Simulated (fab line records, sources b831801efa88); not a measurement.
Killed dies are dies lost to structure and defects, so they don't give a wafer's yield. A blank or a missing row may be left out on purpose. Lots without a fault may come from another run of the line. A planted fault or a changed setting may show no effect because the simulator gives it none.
fab line records | flow sky130
record lots=13 wafers=39 last_day=50
route steps=708 shown LDD_LDN@302 SPACER@306 POLY_CUT@315 SD_P@330 RES_XHIGH@340
lots that met no fault: from a run of the same line without faults
start_h: hours from the record's first day to the start of the lot's first wafer shown | wait_h: hours since the lot's step before | " the same as in the row above | L1.1+2: a row that stands for several wafers | - no value, or no start given | * or withheld: withheld | < > ~ a bound
route shown NAME@n: a module of which the file shows steps, and the number in the route of the first | usual: mean/standard deviation of fault-free wafers | same: alike in all rows | chamber/n: place in a boat | sites: the reading at each site | _std_site: their standard deviation | _edge_site: outer sites' mean less inner sites' | radius_mm: how far each site lies from the wafer's centre | mask NAME#n: copy n | behind: the tool/chamber that last shaped the wafer | hold: why the lot was held/for how many hours/how that ended | device: the transistor (n, p or np) that didn't switch | end of line: the same wafers' tests at the end of the route | a step without rows: its recipe alone | killed: dies lost to structure and defects at the first sort, not the wafer's yield | map: a wafer's dies, x killed, . not, _ none there
set.NAME: the setting as run; set.NAME@STEP: as run at that earlier step | model.NAME: the simulator's own value behind a step, which no gauge read
steps of the route over a sample of lots; a table a step, a row a wafer
services: from which hour (start_h, from the record's first day; less than 0 if before it) a tool's chamber was out of use, for how many hours, and why
## steps
# step SKY_LDD_LDN_TW_MEAS_13
# usual LDD_LDN_TW=1487/8.2
# columns lot.wafer tool chamber start_h wait_h LDD_LDN_TW
L528.1 film_metro-04 - 512.88 0.1 1496
L528.2 " - " " 1504
L528.3 " - " " 1497
L530.2 film_metro-04 - 534.04 0.1 1490
L530.3 " - " " 1492
L530.6 " - " " 1484
L531.3 film_metro-01 - 578.78 0.1 1494
L531.4 " - " " 1502
L531.5 " - " " 1487
L533.2 film_metro-03 - 592.09 0.1 1482
L533.4 " - " " 1487
L533.6 " - " " 1483
L532.4 film_metro-03 - 595.79 0.1 1480
L532.5 " - " " 1481
L532.6 " - " " 1483
L534.1 film_metro-01 - 598.95 0.1 1492
L534.3 " - " " 1493
L534.6 " - " " 1495
L535.1 film_metro-04 - 608.06 0.1 1486
L535.5 " - " " 1498
L535.6 " - " " 1489
L537.3 film_metro-03 - 617.22 0.1 1483
L537.4 " - " " 1491
L537.5 " - " " 1487
L542.1 film_metro-03 - 649.05 0.1 1491
L542.3 " - " " 1479
L542.4 " - " " 1488
L543.1 film_metro-03 - 656.32 0.1 1494
L543.5 " - " " 1480
L543.6 " - " " 1487
L544.1 film_metro-01 - 661.48 0.1 1473
L544.2 " - " " 1472
L544.6 " - " " 1474
L550.1 film_metro-01 - 705.70 0.1 1479
L550.4 " - " " 1487
L550.6 " - " " 1490
L551.1 film_metro-01 - 715.38 0.1 1481
L551.2 " - " " 1488
L551.3 " - " " 1489
# step SKY_SPACER_ETCHBACK_02
# recipe chemistry=CH3F/O2 target=Si3N4 stop_on=SiO2 source_w=400 bias_w=80 pressure_mtorr=25 ch3f_flow_sccm=40 O2_flow_sccm=30 time_s=46.7 target_depth_a=450
# usual drypump_motor_current_A=5.8/0.59 oes_product_au=0.856/0.006 throttle_valve_pct=10.563/0.0088
# columns lot.wafer tool chamber start_h wait_h drypump_motor_current_A oes_product_au rf_hours_counter_h throttle_valve_pct
L528.1 rie_diel-02 3 515.17 0.1 6.5 0.857 5 10.565
L528.2 " 0 " " 5.8 0.851 2 10.567
L528.3 " 1 " " 6.4 0.851 52 10.568
L530.2 rie_diel-01 3 535.41 0.0 6.3 0.863 12 10.572
L530.3 " 3 " " 6.3 0.862 - 10.560
L530.6 " 3 " " 6.3 0.865 - 10.551
L531.3 rie_diel-02 0 580.14 0.0 5.9 0.853 3 10.567
L531.4 " 1 " " 6.4 0.850 53 10.561
L531.5 " 0 " " 5.8 0.863 - 10.563
L533.2 rie_diel-03 0 593.68 0.0 5.1 0.856 3 10.564
L533.4 " 2 " " 5.4 0.862 7 10.570
L533.6 " 3 " " 4.9 0.858 - 10.576
L532.4 rie_diel-03 2 597.98 0.0 5.4 0.852 7 10.560
L532.5 " 3 " " 4.9 0.859 - 10.559
L532.6 " 0 " " 5.1 0.850 - 10.570
L534.1 rie_diel-02 2 600.33 0.1 6.2 0.856 4 10.576
L534.3 " 0 " " 5.9 0.867 3 10.563
L534.6 " 1 " " 6.5 0.855 - 10.565
L535.1 rie_diel-02 3 609.44 0.1 6.5 0.855 6 10.569
L535.5 " 2 " " 6.2 0.862 - 10.555
L535.6 " 1 " " 6.4 0.856 - 10.570
L537.3 rie_diel-01 2 619.07 0.0 4.9 0.852 1 10.554
L537.4 " 0 " " 4.8 0.855 - 10.544
L537.5 " 3 " " 6.3 0.860 - 10.565
L542.1 rie_diel-03 2 650.43 0.1 5.4 0.850 8 10.564
L542.3 " 1 " " 5.9 0.846 5 10.553
L542.4 " 0 " " 5.1 0.852 4 10.555
L543.1 rie_diel-03 2 657.70 0.1 5.4 0.865 8 10.571
L543.5 " 0 " " 5.1 0.854 - 10.563
L543.6 " 3 " " 4.9 0.859 - 10.555
L544.1 rie_diel-03 2 664.61 0.1 5.4 0.855 9 10.569
L544.2 " 1 " " 5.9 0.851 5 10.556
L544.6 " 2 " " 5.4 0.861 - 10.578
L550.1 rie_diel-02 0 708.08 0.1 5.9 0.841 5 10.553
L550.4 " 0 " " 5.8 0.861 - 10.565
L550.6 " 2 " " 6.2 0.857 - 10.558
L551.1 rie_diel-01 2 716.76 0.1 4.9 0.846 4 10.550
L551.2 " 1 " " 5.9 0.843 5 10.566
L551.3 " 0 " " 4.8 0.854 1 10.579
# step SKY_POLY_CUT_CD_MEAS_08
# recipe target_cd_nm=270
# usual cd_nm=269.9/1.5
# columns lot.wafer tool chamber start_h wait_h cd_nm
L528.1 cd_sem-01 - 545.27 - 271.1
L528.2 " - " " 271.5
L528.3 " - " " 270.9
L530.2 cd_sem-02 - 565.65 - 268.9
L530.3 " - " " 268.7
L530.6 " - " " 269.3
L531.3 cd_sem-01 - 609.77 - 270.3
L531.4 " - " " 270.5
L531.5 " - " " 269.9
L533.2 cd_sem-01 - 623.05 - 270.8
L533.4 " - " " 271.9
L533.6 " - " " 271.3
L532.4 cd_sem-01 - 627.07 - 268.9
L532.5 " - " " 270.3
L532.6 " - " " 270.9
L534.1 cd_sem-01 - 629.08 - 269.7
L534.3 " - " " 270.8
L534.6 " - " " 270.7
L535.1 cd_sem-01 - 638.68 - 270.8
L535.5 " - " " 270.6
L535.6 " - " " 270.0
L537.3 cd_sem-01 - 648.97 - 270.8
L537.4 " - " " 270.4
L537.5 " - " " 269.7
L542.1 cd_sem-02 - 678.55 - 270.8
L542.3 " - " " 270.7
L542.4 " - " " 270.3
L543.1 cd_sem-01 - 686.72 - 273.0
L543.5 " - " " 271.7
L543.6 " - " " 272.0
L544.1 cd_sem-01 - 692.66 - 268.3
L544.2 " - " " 267.6
L544.6 " - " " 267.8
L550.1 cd_sem-01 - 736.51 - 273.0
L550.4 " - " " 273.5
L550.6 " - " " 270.7
L551.1 cd_sem-02 - 744.98 - 268.0
L551.2 " - " " 267.9
L551.3 " - " " 267.8
# step SKY_SD_P_STRIP_10
# recipe chemistry=O2/N2 power_w=1400 pressure_mtorr=1500 platen_temp_c=withheld o2_flow_sccm=3000 n2_flow_sccm=300 overash_fraction=0.5
# usual drypump_motor_current_A=5.6/0.48 n2_flow_sccm=300.1/0.98 oes_product_au=0.618/0.0042 strip_time_to_endpoint_s=17.51/0.039
# columns lot.wafer tool chamber start_h wait_h drypump_motor_current_A n2_flow_sccm oes_product_au rf_hours_counter_h strip_time_to_endpoint_s
L528.1 plasma_asher-04 0 575.82 0.1 5.7 303.0 0.628 13 17.58
L528.2 " 1 " " 5.2 300.5 0.619 13 17.56
L528.3 " 1 " " 5.2 301.0 0.624 - 17.55
L530.2 plasma_asher-01 1 595.63 0.1 4.9 301.2 0.628 90 17.57
L530.3 " 0 " " 6.0 299.7 0.616 - 17.58
L530.6 " 1 " " 4.9 301.6 0.619 - 17.59
L531.3 plasma_asher-01 1 639.56 0.1 5.0 300.1 0.612 - 17.47
L531.4 " 0 " " 6.0 300.4 0.613 - 17.44
L531.5 " 1 " " 5.0 301.4 0.613 - 17.49
L533.2 plasma_asher-01 0 651.95 0.1 6.0 298.6 0.613 95 17.57
L533.4 " 1 " " 4.9 299.7 0.617 - 17.53
L533.6 " 0 " " 6.0 298.9 0.619 - 17.55
L532.4 plasma_asher-01 1 656.23 0.1 4.9 300.7 0.614 - 17.53
L532.5 " 0 " " 6.0 300.3 0.617 - 17.55
L532.6 " 1 " " 4.9 299.5 0.612 - 17.51
L534.1 plasma_asher-01 0 658.19 0.1 6.1 299.4 0.619 96 17.48
L534.3 " 1 " " 4.9 299.6 0.617 - 17.46
L534.6 " 1 " " 4.9 299.0 0.621 - 17.50
L535.1 plasma_asher-01 1 667.54 0.1 5.0 301.1 0.614 97 17.49
L535.5 " 0 " " 6.1 299.4 0.617 - 17.47
L535.6 " 1 " " 4.9 300.2 0.610 - 17.55
L537.3 plasma_asher-04 0 677.47 0.1 5.7 300.7 0.619 - 17.46
L537.4 " 1 " " 5.2 300.9 0.617 - 17.49
L537.5 " 1 " " 5.2 300.6 0.616 - 17.46
L542.1 plasma_asher-01 0 706.90 0.1 6.0 299.5 0.618 101 17.54
L542.3 " 0 " " 6.0 300.7 0.621 - 17.57
L542.4 " 1 " " 4.9 299.2 0.625 - 17.54
L543.1 plasma_asher-02 0 714.54 0.1 5.9 300.0 0.616 92 17.55
L543.5 " 1 " " 6.4 300.4 0.617 - 17.54
L543.6 " 0 " " 5.8 299.9 0.619 - 17.57
L544.1 plasma_asher-04 0 720.41 0.1 5.7 300.3 0.725 27 -
L544.2 " 1 " " 5.2 300.0 0.716 27 -
L544.6 " 1 " " 5.2 299.4 0.722 - -
L550.1 plasma_asher-01 0 764.27 0.1 6.1 299.8 0.614 3 17.50
L550.4 " 0 " " 6.1 299.1 0.619 - 17.44
L550.6 " 1 " " 5.0 301.0 0.618 - 17.48
L551.1 plasma_asher-04 1 771.85 0.1 5.2 299.4 0.624 33 17.51
L551.2 " 0 " " 5.7 299.4 0.619 33 17.48
L551.3 " 0 " " 5.7 297.9 0.617 - 17.49
# step SKY_RES_XHIGH_STRIP_08
# recipe chemistry=O2/N2 power_w=1400 pressure_mtorr=1500 platen_temp_c=withheld o2_flow_sccm=3000 n2_flow_sccm=300 overash_fraction=0.5
# usual drypump_motor_current_A=5.5/0.6 n2_flow_sccm=299.9/0.86 oes_product_au=0.711/0.0047 strip_time_to_endpoint_s=14.29/0.039
# columns lot.wafer tool chamber start_h wait_h drypump_motor_current_A n2_flow_sccm oes_product_au rf_hours_counter_h strip_time_to_endpoint_s
L528.1 plasma_asher-01 1 605.16 0.1 4.9 300.0 0.702 91 14.30
L528.2 " 0 " " 6.0 300.7 0.709 91 14.33
L528.3 " 0 " " 6.0 300.8 0.714 - 14.33
L530.2 plasma_asher-03 0 625.57 0.1 4.9 301.4 0.714 47 14.29
L530.3 " 0 " " 4.9 300.3 0.709 - 14.28
L530.6 " 1 " " 4.9 300.6 0.710 - 14.29
L531.3 plasma_asher-03 1 668.43 0.1 4.9 299.3 0.711 - 14.33
L531.4 " 0 " " 4.9 298.3 0.706 - 14.33
L531.5 " 1 " " 4.9 299.1 0.714 - 14.35
L533.2 plasma_asher-01 1 680.09 0.1 5.0 299.3 0.710 98 14.26
L533.4 " 1 " " 4.9 299.7 0.716 - 14.29
L533.6 " 0 " " 6.0 298.9 0.716 - 14.32
L532.4 plasma_asher-02 0 684.43 0.1 5.9 300.1 0.707 - 14.31
L532.5 " 0 " " 5.9 300.0 0.717 - 14.37
L532.6 " 1 " " 6.4 299.2 0.712 - 14.35
L534.1 plasma_asher-03 0 687.04 0.1 4.9 302.5 0.716 53 14.26
L534.3 " 1 " " 4.9 300.5 0.710 - 14.23
L534.6 " 0 " " 4.9 300.8 0.706 - 14.23
L535.1 plasma_asher-03 1 695.69 0.1 4.9 298.6 0.721 54 14.28
L535.5 " 1 " " 4.9 300.2 0.712 - 14.30
L535.6 " 0 " " 4.9 300.3 0.703 - 14.28
L537.3 plasma_asher-01 1 705.35 0.1 4.9 299.4 0.712 - 14.35
L537.4 " 0 " " 6.0 301.3 0.711 - 14.30
L537.5 " 1 " " 4.9 298.9 0.696 - 14.31
L542.1 plasma_asher-02 0 735.82 0.1 5.8 298.7 0.704 94 14.32
L542.3 " 1 " " 6.4 299.7 0.714 - 14.28
L542.4 " 0 " " 5.9 300.1 0.710 - 14.30
L543.1 plasma_asher-02 0 742.37 0.1 5.9 300.6 0.704 95 14.29
L543.5 " 0 " " 5.8 299.8 0.714 - 14.29
L543.6 " 1 " " 6.4 299.5 0.715 - 14.23
L544.1 plasma_asher-01 0 748.62 0.1 6.0 300.7 0.715 1 20.36
L544.2 " 1 " " 4.9 299.7 0.700 1 20.27
L544.6 " 0 " " 6.0 299.3 0.712 - 20.30
L550.1 plasma_asher-01 0 791.24 0.1 6.0 299.0 0.714 6 14.28
L550.4 " 0 " " 6.0 299.2 0.709 - 14.33
L550.6 " 0 " " 6.0 300.5 0.713 - 14.27
L551.1 plasma_asher-01 0 798.57 0.1 6.0 299.5 0.707 6 14.29
L551.2 " 1 " " 4.9 301.5 0.708 6 14.29
L551.3 " 0 " " 6.0 299.3 0.712 - 14.31
# step SKY_RES_XHIGH_TW_MEAS_09
# usual RES_XHIGH_TW=1654/15
# columns lot.wafer tool chamber start_h wait_h RES_XHIGH_TW
L528.1 film_metro-01 - 605.26 0.1 1639
L528.2 " - " " 1636
L528.3 " - " " 1649
L530.2 film_metro-01 - 625.68 0.1 1640
L530.3 " - " " 1639
L530.6 " - " " 1636
L531.3 film_metro-01 - 668.51 0.1 1639
L531.4 " - " " 1636
L531.5 " - " " 1637
L533.2 film_metro-04 - 680.20 0.1 1664
L533.4 " - " " 1667
L533.6 " - " " 1667
L532.4 film_metro-02 - 684.52 0.1 1654
L532.5 " - " " 1643
L532.6 " - " " 1646
L534.1 film_metro-04 - 687.14 0.1 1669
L534.3 " - " " 1665
L534.6 " - " " 1673
L535.1 film_metro-04 - 695.79 0.1 1675
L535.5 " - " " 1673
L535.6 " - " " 1672
L537.3 film_metro-02 - 705.44 0.1 1657
L537.4 " - " " 1664
L537.5 " - " " 1664
L542.1 film_metro-02 - 735.92 0.1 1631
L542.3 " - " " 1628
L542.4 " - " " 1635
L543.1 film_metro-01 - 742.47 0.1 1650
L543.5 " - " " 1650
L543.6 " - " " 1641
L544.1 film_metro-02 - 748.72 0.1 30
L544.2 " - " " 30
L544.6 " - " " 30
L550.1 film_metro-02 - 791.34 0.1 1649
L550.4 " - " " 1651
L550.6 " - " " 1655
L551.1 film_metro-01 - 798.67 0.1 1635
L551.2 " - " " 1633
L551.3 " - " " 1629
## services
# columns tool chamber start_h hours kind
rie_diel-02 0 504.92 4.4 repair
rie_diel-01 2 528.87 15.4 repair
rie_diel-03 3 531.18 5.5 repair
rie_diel-01 1 533.55 11.1 repair
rie_diel-02 3 557.32 4.3 repair
rie_diel-03 - 566.23 2.8 pm
rie_diel-01 - 573.09 28.1 pm
rie_diel-02 0 585.52 7.9 repair
plasma_asher-04 - 603.16 1.8 repair
rie_diel-01 1 611.97 19.4 repair
plasma_asher-02 - 625.30 2.4 repair
rie_diel-02 1 633.28 4.6 repair
plasma_asher-03 - 690.85 2.8 pm
rie_diel-02 1 693.37 4.7 repair
rie_diel-03 - 710.56 3.5 repair
rie_diel-01 - 733.04 2.8 pm
plasma_asher-01 - 733.81 9.0 pm
plasma_asher-01 0 733.81 9.0 vent_cycle
plasma_asher-01 - 734.19 2.3 repair
rie_diel-01 - 745.42 14.6 pm
plasma_asher-02 - 750.01 33.2 pm
rie_diel-01 3 761.38 5.8 repair
plasma_asher-04 - 778.46 1.0 repair
rie_diel-02 0 789.76 2.6 repair
## key
first_sign step=SKY_SD_P_STRIP_10 reading=oes_product_au direction=up sigmas=25 usual=0.618 struck=0.721
effect step=SKY_RES_XHIGH_STRIP_08 reading=strip_time_to_endpoint_s direction=up sigmas=99+ usual=* struck=*
effect step=SKY_RES_XHIGH_TW_MEAS_09 reading=RES_XHIGH_TW direction=down sigmas=99+ usual=1654 struck=30
met_at SKY_SD_P_STRIP_10
struck_lots L544
sort_left_out L544.1,L544.2,L544.6
tester_left_out L544
not_acting_at SKY_LDD_LDN_TW_MEAS_13,SKY_SPACER_ETCHBACK_02,SKY_POLY_CUT_CD_MEAS_08
onset_between 677.47 720.41
fault kind=strip_aborted tool=plasma_asher-04 chamber=- onset_h=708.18 steps=SKY_SD_P_STRIP_10 offset=0.56042 end_h=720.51
# tester_left_out: of these lots the tester's yield and bins aren't shown, on N5 and GAA mostly nor the transistor test; their killed dies are dies lost to structure and defects alone, not to doping, threshold or leakage, so they don't give the yield
# sort_left_out: the simulated sort isn't trusted on such a fault, so these wafers' sort isn't shown, and their yield isn't known
